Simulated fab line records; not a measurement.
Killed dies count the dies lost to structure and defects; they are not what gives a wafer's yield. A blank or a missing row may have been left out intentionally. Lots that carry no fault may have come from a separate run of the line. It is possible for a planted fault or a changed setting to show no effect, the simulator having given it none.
The tool behind it: which one? :: flow sky130 :: 14 lots with 42 wafers sampled at 5 steps, on a route of 708 steps

## WHAT THE GAUGES SHOWED, per wafer
SKY_PWDE_TW_MEAS_10. Usual: PWDE_TW 375, standard deviation 4.4.
lot: L823
measured: day 4 08:16
on: film-metro-03
PWDE_TW: 372 374 373
flag: 

lot: L826
measured: day 5 01:14
on: film-metro-04
PWDE_TW: 374 375 373
flag: 

lot: L827
measured: day 5 06:22
on: film-metro-03
PWDE_TW: 30 30 30
flag: OFF

lot: L828
measured: day 5 14:29
on: film-metro-04
PWDE_TW: 30 30 30
flag: OFF

lot: L832
measured: day 6 13:46
on: film-metro-01
PWDE_TW: 383 381 382
flag: 

lot: L834
measured: day 6 21:50
on: film-metro-03
PWDE_TW: 371 370 369
flag: 

lot: L835
measured: day 7 07:31
on: film-metro-04
PWDE_TW: 376 375 376
flag: 

lot: L836
measured: day 7 13:28
on: film-metro-03
PWDE_TW: 373 373 371
flag: 

lot: L837
measured: day 7 14:13
on: film-metro-01
PWDE_TW: 379 382 381
flag: 

lot: L838
measured: day 8 09:04
on: film-metro-01
PWDE_TW: 379 378 376
flag: 

lot: L839
measured: day 8 09:46
on: film-metro-01
PWDE_TW: 380 380 378
flag: 

lot: L840
measured: day 8 10:02
on: film-metro-04
PWDE_TW: 377 376 376
flag: 

lot: L841
measured: day 9 08:35
on: film-metro-03
PWDE_TW: 374 374 372
flag: 

lot: L843
measured: day 9 18:59
on: film-metro-01
PWDE_TW: 381 382 380
flag: 

SKY_SD_N_CD_MEAS_07: the cd target is 380 nm. Usual: cd-nm reads 380.4 nm (standard deviation 2.6).
lot: L823
measured: day 28 14:41
on: cd-sem-01
cd-nm (nm): 379.8 381.4 381.6
flag: 

lot: L826
measured: day 29 16:37
on: cd-sem-01
cd-nm (nm): 379.0 376.3 378.2
flag: 

lot: L827
measured: day 29 21:51
on: cd-sem-02
cd-nm (nm): 384.2 382.4 382.3
flag: 

lot: L828
measured: day 30 13:51
on: cd-sem-01
cd-nm (nm): 381.4 380.7 380.5
flag: 

lot: L832
measured: day 31 23:40
on: cd-sem-02
cd-nm (nm): 380.5 379.2 384.1
flag: 

lot: L834
measured: day 32 09:51
on: cd-sem-01
cd-nm (nm): 379.3 380.2 380.5
flag: 

lot: L835
measured: day 32 17:55
on: cd-sem-01
cd-nm (nm): 379.9 379.9 382.0
flag: 

lot: L836
measured: day 33 07:46
on: cd-sem-02
cd-nm (nm): 378.4 379.3 377.9
flag: 

lot: L837
measured: day 33 10:29
on: cd-sem-01
cd-nm (nm): 377.4 378.5 379.5
flag: 

lot: L838
measured: day 34 01:25
on: cd-sem-02
cd-nm (nm): 380.4 379.0 381.2
flag: 

lot: L839
measured: day 34 01:28
on: cd-sem-01
cd-nm (nm): 384.6 381.7 381.0
flag: 

lot: L840
measured: day 34 04:17
on: cd-sem-01
cd-nm (nm): 380.2 384.1 379.3
flag: 

lot: L841
measured: day 35 09:24
on: cd-sem-01
cd-nm (nm): 376.0 375.9 377.1
flag: 

lot: L843
measured: day 36 01:22
on: cd-sem-02
cd-nm (nm): 378.8 377.5 376.2
flag: 

## EACH LOT AND THE TOOL THAT RAN IT (in order: tool; ch and the chambers of the sampled wafers; start)
lot: L823
SKY_DNWELL_STRIP_08: plasma-asher-01 ch 0,1, day 3 15:40
SKY_PWDE_STRIP_09: plasma-asher-02 ch 0,1, day 4 08:10
SKY_NWELL_RTA_28: rtp-anneal-02 ch 0, day 5 21:00

lot: L826
SKY_DNWELL_STRIP_08: plasma-asher-03 ch 0,1, day 4 07:52
SKY_PWDE_STRIP_09: plasma-asher-04 ch 0,1, day 5 01:08
SKY_NWELL_RTA_28: rtp-anneal-01 ch 0, day 6 14:32

lot: L827
SKY_DNWELL_STRIP_08: plasma-asher-04 ch 0,1, day 4 13:26
SKY_PWDE_STRIP_09: plasma-asher-02 ch 0,1, day 5 06:17
SKY_NWELL_RTA_28: rtp-anneal-02 ch 0, day 6 19:18

lot: L828
SKY_DNWELL_STRIP_08: plasma-asher-03 ch 0, day 4 20:54
SKY_PWDE_STRIP_09: plasma-asher-03 ch 0, day 5 14:22
SKY_NWELL_RTA_28: rtp-anneal-01 ch 0, day 7 03:53

lot: L832
SKY_DNWELL_STRIP_08: plasma-asher-03 ch 0,1, day 5 19:08
SKY_PWDE_STRIP_09: plasma-asher-03 ch 1, day 6 13:40
SKY_NWELL_RTA_28: rtp-anneal-02 ch 0, day 8 04:37

lot: L834
SKY_DNWELL_STRIP_08: plasma-asher-01 ch 0,1, day 6 02:45
SKY_PWDE_STRIP_09: plasma-asher-03 ch 0,1, day 6 21:44
SKY_NWELL_RTA_28: rtp-anneal-01 ch 0, day 8 12:05

lot: L835
SKY_DNWELL_STRIP_08: plasma-asher-03 ch 0,1, day 6 12:50
SKY_PWDE_STRIP_09: plasma-asher-03 ch 0,1, day 7 07:25
SKY_NWELL_RTA_28: rtp-anneal-02 ch 0, day 8 22:57

lot: L836
SKY_DNWELL_STRIP_08: plasma-asher-04 ch 0,1, day 6 18:40
SKY_PWDE_STRIP_09: plasma-asher-02 ch 0,1, day 7 13:22
SKY_NWELL_RTA_28: rtp-anneal-02 ch 0, day 9 07:42

lot: L837
SKY_DNWELL_STRIP_08: plasma-asher-03 ch 0,1, day 6 18:59
SKY_PWDE_STRIP_09: plasma-asher-02 ch 0,1, day 7 14:07
SKY_NWELL_RTA_28: rtp-anneal-01 ch 0, day 9 08:05

lot: L838
SKY_DNWELL_STRIP_08: plasma-asher-03 ch 0,1, day 7 13:23
SKY_PWDE_STRIP_09: plasma-asher-02 ch 0,1, day 8 08:58
SKY_NWELL_RTA_28: rtp-anneal-01 ch 0, day 10 04:24

lot: L839
SKY_DNWELL_STRIP_08: plasma-asher-01 ch 0,1, day 7 13:42
SKY_PWDE_STRIP_09: plasma-asher-02 ch 0,1, day 8 09:40
SKY_NWELL_RTA_28: rtp-anneal-01 ch 0, day 10 04:43

lot: L840
SKY_DNWELL_STRIP_08: plasma-asher-04 ch 0,1, day 7 13:55
SKY_PWDE_STRIP_09: plasma-asher-02 ch 0,1, day 8 09:56
SKY_NWELL_RTA_28: rtp-anneal-01 ch 0, day 10 05:43

lot: L841
SKY_DNWELL_STRIP_08: plasma-asher-03 ch 0, day 8 11:15
SKY_PWDE_STRIP_09: plasma-asher-02 ch 0,1, day 9 08:28
SKY_NWELL_RTA_28: rtp-anneal-01 ch 0, day 11 05:29

lot: L843
SKY_DNWELL_STRIP_08: plasma-asher-03 ch 0,1, day 8 21:10
SKY_PWDE_STRIP_09: plasma-asher-02 ch 0,1, day 9 18:53
SKY_NWELL_RTA_28: rtp-anneal-01 ch 0, day 11 17:07
- SKY_DNWELL_STRIP_08: strips in O2/N2.
- SKY_PWDE_STRIP_09: strips in O2/N2.
- SKY_NWELL_RTA_28: time 30 s.

## WHAT THE TOOLS THEMSELVES READ (means of the sampled wafers that have a number; where no wafer has one, the mark that the record gives instead)
SKY_DNWELL_STRIP_08. Usual: chamber-pressure-mTorr 1500.1 mTorr, standard deviation 1.4; drypump-motor-current-A 5.74 A, standard deviation 0.26; oes-product-au 0.723 a.u., standard deviation 0.0043; strip-time-to-endpoint-s 36.92 s, standard deviation 0.091.
lot: L823
tool: plasma-asher-01
chamber-pressure-mTorr (mTorr): 1501.0
drypump-motor-current-A (A): 5.58
oes-product-au (a.u.): 0.724
strip-time-to-endpoint-s (s): 36.99
flag: 

lot: L826
tool: plasma-asher-03
chamber-pressure-mTorr (mTorr): 1500.7
drypump-motor-current-A (A): 5.84
oes-product-au (a.u.): 0.725
strip-time-to-endpoint-s (s): 37.00
flag: 

lot: L827
tool: plasma-asher-04
chamber-pressure-mTorr (mTorr): -
drypump-motor-current-A (A): -
oes-product-au (a.u.): -
strip-time-to-endpoint-s (s): -
flag: OFF

lot: L828
tool: plasma-asher-03
chamber-pressure-mTorr (mTorr): -
drypump-motor-current-A (A): -
oes-product-au (a.u.): -
strip-time-to-endpoint-s (s): -
flag: OFF

lot: L832
tool: plasma-asher-03
chamber-pressure-mTorr (mTorr): 1501.0
drypump-motor-current-A (A): 5.95
oes-product-au (a.u.): 0.718
strip-time-to-endpoint-s (s): 36.95
flag: 

lot: L834
tool: plasma-asher-01
chamber-pressure-mTorr (mTorr): 1502.2
drypump-motor-current-A (A): 5.60
oes-product-au (a.u.): 0.723
strip-time-to-endpoint-s (s): 36.95
flag: 

lot: L835
tool: plasma-asher-03
chamber-pressure-mTorr (mTorr): 1500.2
drypump-motor-current-A (A): 5.82
oes-product-au (a.u.): 0.723
strip-time-to-endpoint-s (s): 36.86
flag: 

lot: L836
tool: plasma-asher-04
chamber-pressure-mTorr (mTorr): 1501.3
drypump-motor-current-A (A): 5.82
oes-product-au (a.u.): 0.722
strip-time-to-endpoint-s (s): 36.91
flag: 

lot: L837
tool: plasma-asher-03
chamber-pressure-mTorr (mTorr): 1498.1
drypump-motor-current-A (A): 5.94
oes-product-au (a.u.): 0.724
strip-time-to-endpoint-s (s): 37.03
flag: 

lot: L838
tool: plasma-asher-03
chamber-pressure-mTorr (mTorr): 1500.9
drypump-motor-current-A (A): 5.82
oes-product-au (a.u.): 0.725
strip-time-to-endpoint-s (s): 36.85
flag: 

lot: L839
tool: plasma-asher-01
chamber-pressure-mTorr (mTorr): 1498.6
drypump-motor-current-A (A): 5.45
oes-product-au (a.u.): 0.725
strip-time-to-endpoint-s (s): 36.90
flag: 

lot: L840
tool: plasma-asher-04
chamber-pressure-mTorr (mTorr): 1501.5
drypump-motor-current-A (A): 5.63
oes-product-au (a.u.): 0.720
strip-time-to-endpoint-s (s): 36.90
flag: 

lot: L841
tool: plasma-asher-03
chamber-pressure-mTorr (mTorr): 1499.5
drypump-motor-current-A (A): 6.08
oes-product-au (a.u.): 0.723
strip-time-to-endpoint-s (s): 36.88
flag: 

lot: L843
tool: plasma-asher-03
chamber-pressure-mTorr (mTorr): 1500.3
drypump-motor-current-A (A): 5.93
oes-product-au (a.u.): 0.724
strip-time-to-endpoint-s (s): 36.84
flag: 

SKY_PWDE_STRIP_09. Usual: chamber-pressure-mTorr 1500.1 mTorr, standard deviation 1.5; drypump-motor-current-A 5.81 A, standard deviation 0.27; oes-product-au 0.722 a.u., standard deviation 0.0046; strip-time-to-endpoint-s 36.89 s, standard deviation 0.085.
lot: L823
tool: plasma-asher-02
chamber-pressure-mTorr (mTorr): 1500.2
drypump-motor-current-A (A): 5.66
oes-product-au (a.u.): 0.726
strip-time-to-endpoint-s (s): 36.87
flag: 

lot: L826
tool: plasma-asher-04
chamber-pressure-mTorr (mTorr): 1501.4
drypump-motor-current-A (A): 5.68
oes-product-au (a.u.): 0.720
strip-time-to-endpoint-s (s): 36.78
flag: 

lot: L827
tool: plasma-asher-02
chamber-pressure-mTorr (mTorr): 1499.0
drypump-motor-current-A (A): 5.70
oes-product-au (a.u.): 0.745
strip-time-to-endpoint-s (s): 81.04
flag: OFF

lot: L828
tool: plasma-asher-03
chamber-pressure-mTorr (mTorr): 1500.0
drypump-motor-current-A (A): 6.07
oes-product-au (a.u.): 0.738
strip-time-to-endpoint-s (s): 81.19
flag: OFF

lot: L832
tool: plasma-asher-03
chamber-pressure-mTorr (mTorr): 1500.8
drypump-motor-current-A (A): 5.72
oes-product-au (a.u.): 0.722
strip-time-to-endpoint-s (s): 37.00
flag: 

lot: L834
tool: plasma-asher-03
chamber-pressure-mTorr (mTorr): 1499.9
drypump-motor-current-A (A): 5.93
oes-product-au (a.u.): 0.720
strip-time-to-endpoint-s (s): 36.92
flag: 

lot: L835
tool: plasma-asher-03
chamber-pressure-mTorr (mTorr): 1499.8
drypump-motor-current-A (A): 5.95
oes-product-au (a.u.): 0.721
strip-time-to-endpoint-s (s): 37.00
flag: 

lot: L836
tool: plasma-asher-02
chamber-pressure-mTorr (mTorr): 1500.6
drypump-motor-current-A (A): 5.89
oes-product-au (a.u.): 0.723
strip-time-to-endpoint-s (s): 37.02
flag: 

lot: L837
tool: plasma-asher-02
chamber-pressure-mTorr (mTorr): 1500.6
drypump-motor-current-A (A): 5.91
oes-product-au (a.u.): 0.722
strip-time-to-endpoint-s (s): 36.94
flag: 

lot: L838
tool: plasma-asher-02
chamber-pressure-mTorr (mTorr): 1500.3
drypump-motor-current-A (A): 5.69
oes-product-au (a.u.): 0.720
strip-time-to-endpoint-s (s): 36.91
flag: 

lot: L839
tool: plasma-asher-02
chamber-pressure-mTorr (mTorr): 1499.6
drypump-motor-current-A (A): 5.69
oes-product-au (a.u.): 0.724
strip-time-to-endpoint-s (s): 36.77
flag: 

lot: L840
tool: plasma-asher-02
chamber-pressure-mTorr (mTorr): 1501.5
drypump-motor-current-A (A): 5.91
oes-product-au (a.u.): 0.720
strip-time-to-endpoint-s (s): 36.87
flag: 

lot: L841
tool: plasma-asher-02
chamber-pressure-mTorr (mTorr): 1501.6
drypump-motor-current-A (A): 5.89
oes-product-au (a.u.): 0.720
strip-time-to-endpoint-s (s): 36.93
flag: 

lot: L843
tool: plasma-asher-02
chamber-pressure-mTorr (mTorr): 1500.7
drypump-motor-current-A (A): 5.90
oes-product-au (a.u.): 0.723
strip-time-to-endpoint-s (s): 36.99
flag: 

SKY_NWELL_RTA_28. Usual: lamp-power-pct 25.31 %, standard deviation 0.057; ramp-down-c-per-s 90.001, standard deviation 0.017; wafer_temp_C_max 1055.0, standard deviation 0.99.
lot: L823
tool: rtp-anneal-02
lamp-power-pct (%): 25.31
ramp-down-c-per-s: 89.989
wafer_temp_C_max: 1055.7
flag: 

lot: L826
tool: rtp-anneal-01
lamp-power-pct (%): 25.34
ramp-down-c-per-s: 89.990
wafer_temp_C_max: 1055.9
flag: 

lot: L827
tool: rtp-anneal-02
lamp-power-pct (%): 25.25
ramp-down-c-per-s: 90.023
wafer_temp_C_max: 1054.9
flag: 

lot: L828
tool: rtp-anneal-01
lamp-power-pct (%): 25.30
ramp-down-c-per-s: 89.989
wafer_temp_C_max: 1054.9
flag: 

lot: L832
tool: rtp-anneal-02
lamp-power-pct (%): 25.33
ramp-down-c-per-s: 90.009
wafer_temp_C_max: 1055.0
flag: 

lot: L834
tool: rtp-anneal-01
lamp-power-pct (%): 25.40
ramp-down-c-per-s: 90.004
wafer_temp_C_max: 1055.0
flag: 

lot: L835
tool: rtp-anneal-02
lamp-power-pct (%): 25.28
ramp-down-c-per-s: 89.999
wafer_temp_C_max: 1055.8
flag: 

lot: L836
tool: rtp-anneal-02
lamp-power-pct (%): 25.35
ramp-down-c-per-s: 89.982
wafer_temp_C_max: 1054.8
flag: 

lot: L837
tool: rtp-anneal-01
lamp-power-pct (%): 25.30
ramp-down-c-per-s: 89.997
wafer_temp_C_max: 1055.0
flag: 

lot: L838
tool: rtp-anneal-01
lamp-power-pct (%): 25.25
ramp-down-c-per-s: 90.002
wafer_temp_C_max: 1054.7
flag: 

lot: L839
tool: rtp-anneal-01
lamp-power-pct (%): 25.28
ramp-down-c-per-s: 89.983
wafer_temp_C_max: 1054.8
flag: 

lot: L840
tool: rtp-anneal-01
lamp-power-pct (%): 25.27
ramp-down-c-per-s: 90.008
wafer_temp_C_max: 1054.3
flag: 

lot: L841
tool: rtp-anneal-01
lamp-power-pct (%): 25.33
ramp-down-c-per-s: 90.001
wafer_temp_C_max: 1054.3
flag: 

lot: L843
tool: rtp-anneal-01
lamp-power-pct (%): 25.38
ramp-down-c-per-s: 90.006
wafer_temp_C_max: 1054.6
flag: 

## THE ANSWER, worked out from the rows above alone
Rule: take the mean of a lot's wafers that have a number; if it is more than 3 standard deviations from the usual mean, the lot is off. A lot without any number at a reading at which 4 lots or more have one is off too. The other lots that the step has rows for count as sound. After the gauges, taken in route order, come the tools' own readings; for these a lot's mean is taken, as printed above. At the first step where some lot is off, the reading lying furthest off is the one used; lots without a number count as furthest.
Off: L827, L828, seen at SKY_PWDE_TW_MEAS_10 (PWDE_TW).
If a tool, at a process step before that reading, ran all the lots that are off and no sound lot after the first of them, it fits. Not tried: the gauges at SKY_PWDE_TW_MEAS_10; whatever is off there is also off at SKY_DNWELL_STRIP_08, on other tools, and gauge error can't account for it. None of those tried fits.

## WHAT THE SIMULATOR HAD PUT IN
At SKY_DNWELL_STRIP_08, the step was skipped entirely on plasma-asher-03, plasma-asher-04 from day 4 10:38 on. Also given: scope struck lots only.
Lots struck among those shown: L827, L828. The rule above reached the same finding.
